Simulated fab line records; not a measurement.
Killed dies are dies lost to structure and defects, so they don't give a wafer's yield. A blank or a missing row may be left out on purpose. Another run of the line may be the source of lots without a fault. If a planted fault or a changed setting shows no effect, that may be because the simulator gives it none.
Chamber matching || flow gf180mcu || GF_V4_CMP_26 on cmp-02: 4 sister chambers
The step polishes, stops on SiO2, t overpolish 15 s, target thk 0 nm. 16 wafers are shown with their chamber, then 8 later ones without.

== WAFERS, EACH WITH ITS CHAMBER ==
{"wafer": "L074.2", "chamber": 3, "motorCurrentA (A)": 9.8, "overpolishRunS (s)": 15.001, "edgeZonePressureFrac": 0.999}
{"wafer": "L074.3", "chamber": 2, "motorCurrentA (A)": 11.2, "overpolishRunS (s)": 14.991, "edgeZonePressureFrac": 0.998}
{"wafer": "L074.5", "chamber": 2, "motorCurrentA (A)": 10.8, "overpolishRunS (s)": 14.986, "edgeZonePressureFrac": 0.996}
{"wafer": "L083.1", "chamber": 0, "motorCurrentA (A)": 13.2, "overpolishRunS (s)": 14.994, "edgeZonePressureFrac": 1.008}
{"wafer": "L083.3", "chamber": 3, "motorCurrentA (A)": 10.1, "overpolishRunS (s)": 14.995, "edgeZonePressureFrac": 0.993}
{"wafer": "L083.6", "chamber": 3, "motorCurrentA (A)": 9.6, "overpolishRunS (s)": 14.997, "edgeZonePressureFrac": 0.998}
{"wafer": "L086.1", "chamber": 3, "motorCurrentA (A)": 9.6, "overpolishRunS (s)": 15.004, "edgeZonePressureFrac": 1.002}
{"wafer": "L086.2", "chamber": 1, "motorCurrentA (A)": 8.4, "overpolishRunS (s)": 15.000, "edgeZonePressureFrac": 1.005}
{"wafer": "L086.3", "chamber": 2, "motorCurrentA (A)": 11.1, "overpolishRunS (s)": 15.008, "edgeZonePressureFrac": 1.001}
{"wafer": "L087.3", "chamber": 0, "motorCurrentA (A)": 13.3, "overpolishRunS (s)": 14.995, "edgeZonePressureFrac": 0.992}
{"wafer": "L087.5", "chamber": 1, "motorCurrentA (A)": 8.3, "overpolishRunS (s)": 15.003, "edgeZonePressureFrac": 0.999}
{"wafer": "L087.6", "chamber": 2, "motorCurrentA (A)": 10.7, "overpolishRunS (s)": 15.004, "edgeZonePressureFrac": 1.001}
{"wafer": "L089.1", "chamber": 2, "motorCurrentA (A)": 11.0, "overpolishRunS (s)": 14.999, "edgeZonePressureFrac": 0.993}
{"wafer": "L089.5", "chamber": 3, "motorCurrentA (A)": 9.5, "overpolishRunS (s)": 14.991, "edgeZonePressureFrac": 0.991}
{"wafer": "L089.6", "chamber": 0, "motorCurrentA (A)": 13.5, "overpolishRunS (s)": 14.998, "edgeZonePressureFrac": 1.000}
{"wafer": "L092.1", "chamber": 3, "motorCurrentA (A)": 9.8, "overpolishRunS (s)": 14.995, "edgeZonePressureFrac": 0.993}

SIGNATURES (means of the wafers above)
{"reading": "motorCurrentA", "chamber 0": 13.333, "chamber 1": 8.350, "chamber 2": 10.960, "chamber 3": 9.733, "scatter within a chamber": 0.195}
{"reading": "overpolishRunS", "chamber 0": 14.99567, "chamber 1": 15.00150, "chamber 2": 14.99760, "chamber 3": 14.99717, "scatter within a chamber": 0.00613}
{"reading": "edgeZonePressureFrac", "chamber 0": 1.00000, "chamber 1": 1.00200, "chamber 2": 0.99780, "chamber 3": 0.99600, "scatter within a chamber": 0.00487}
Rule: a wafer lies at a distance from a chamber equal to the root of the sum of squares, over the readings, of (its reading less the chamber's mean, divided by the reading's scatter). The wafer belongs to the nearest chamber; if the next one is less than 2 further off, it can't be placed. How the scatter is found: for the shown wafers, subtract from each reading the mean of its chamber, square and add these, divide the total by (wafers less chambers), then take the root.

== WAFERS WITH NO CHAMBER GIVEN ==
{"wafer": "L092.3", "motorCurrentA (A)": 10.5, "overpolishRunS (s)": 15.002, "edgeZonePressureFrac": 1.005}
{"wafer": "L092.6", "motorCurrentA (A)": 10.0, "overpolishRunS (s)": 14.997, "edgeZonePressureFrac": 1.000}
{"wafer": "L095.1", "motorCurrentA (A)": 8.0, "overpolishRunS (s)": 15.000, "edgeZonePressureFrac": 0.999}
{"wafer": "L095.3", "motorCurrentA (A)": 11.1, "overpolishRunS (s)": 14.994, "edgeZonePressureFrac": 1.004}
{"wafer": "L095.6", "motorCurrentA (A)": 13.6, "overpolishRunS (s)": 15.006, "edgeZonePressureFrac": 0.994}
{"wafer": "L096.1", "motorCurrentA (A)": 13.0, "overpolishRunS (s)": 15.004, "edgeZonePressureFrac": 1.000}
{"wafer": "L096.2", "motorCurrentA (A)": 8.3, "overpolishRunS (s)": 14.979, "edgeZonePressureFrac": 1.000}
{"wafer": "L096.3", "motorCurrentA (A)": 9.5, "overpolishRunS (s)": 14.999, "edgeZonePressureFrac": 0.990}

== CHAMBER TAKEN BY EACH ==
{"wafer": "L092.3", "from the rows above": "can't be placed: 2 or 3", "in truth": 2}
{"wafer": "L092.6", "from the rows above": 3, "in truth": 3}
{"wafer": "L095.1", "from the rows above": 1, "in truth": 1}
{"wafer": "L095.3", "from the rows above": 2, "in truth": 2}
{"wafer": "L095.6", "from the rows above": 0, "in truth": 0}
{"wafer": "L096.1", "from the rows above": 0, "in truth": 0}
{"wafer": "L096.2", "from the rows above": 1, "in truth": 1}
{"wafer": "L096.3", "from the rows above": 3, "in truth": 3}
Correctly placed: 7 of 8. Cannot be placed on the basis of these rows: 1; the candidates contain the true chamber in 1. Number placed wrongly: 0.
